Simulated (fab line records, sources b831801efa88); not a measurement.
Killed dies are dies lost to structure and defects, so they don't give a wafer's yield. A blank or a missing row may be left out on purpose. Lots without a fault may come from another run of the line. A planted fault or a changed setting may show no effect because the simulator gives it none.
Which tool did it? | flow gf180mcu | 6 lots, 18 wafers sampled, at 1 step of a route of 602

WHAT THE GAUGES READ, wafer by wafer
GF_VT_IMPLANT_OVL_MEAS_18.
lot  | measured     | on         | VT_IMPLANT_01_OVL (nm)
L132 | day 6 10:11  | overlay-01 | -0.3 0.3 0.5
L137 | day 7 16:45  | overlay-02 | -2.4 2.0 -2.8
L139 | day 8 10:33  | overlay-02 | -1.8 -1.6 -2.7
L141 | day 8 18:25  | overlay-02 | -2.4 -1.8 -0.3
L147 | day 10 16:11 | overlay-01 | 1.7 1.0 1.2
L149 | day 11 05:37 | overlay-01 | 0.6 0.9 1.3

WHICH TOOL RAN EACH LOT (tool, then ch and the chambers of the sampled wafers, then the start)
The record holds no process step before these readings.

THE ANSWER, worked out from the rows above alone
Rule: what is usual is taken from the lots themselves. Put in order of their means at a reading, lots are off if they are a third of the lots or fewer, leave a main group of 4 or more, and stand apart from it by a gap of 3 or more times the standard deviation of the main group's means; of several such gaps the widest counts. A main group whose means are all the same, to the digits that the tables above print for the reading, isn't used. A lot without any number at a reading at which 4 lots or more have one is off too. The other lots that the step has rows for count as sound.
No lot is off at any reading shown: from this, nothing can be told.

WHAT THE SIMULATOR HAD PUT IN
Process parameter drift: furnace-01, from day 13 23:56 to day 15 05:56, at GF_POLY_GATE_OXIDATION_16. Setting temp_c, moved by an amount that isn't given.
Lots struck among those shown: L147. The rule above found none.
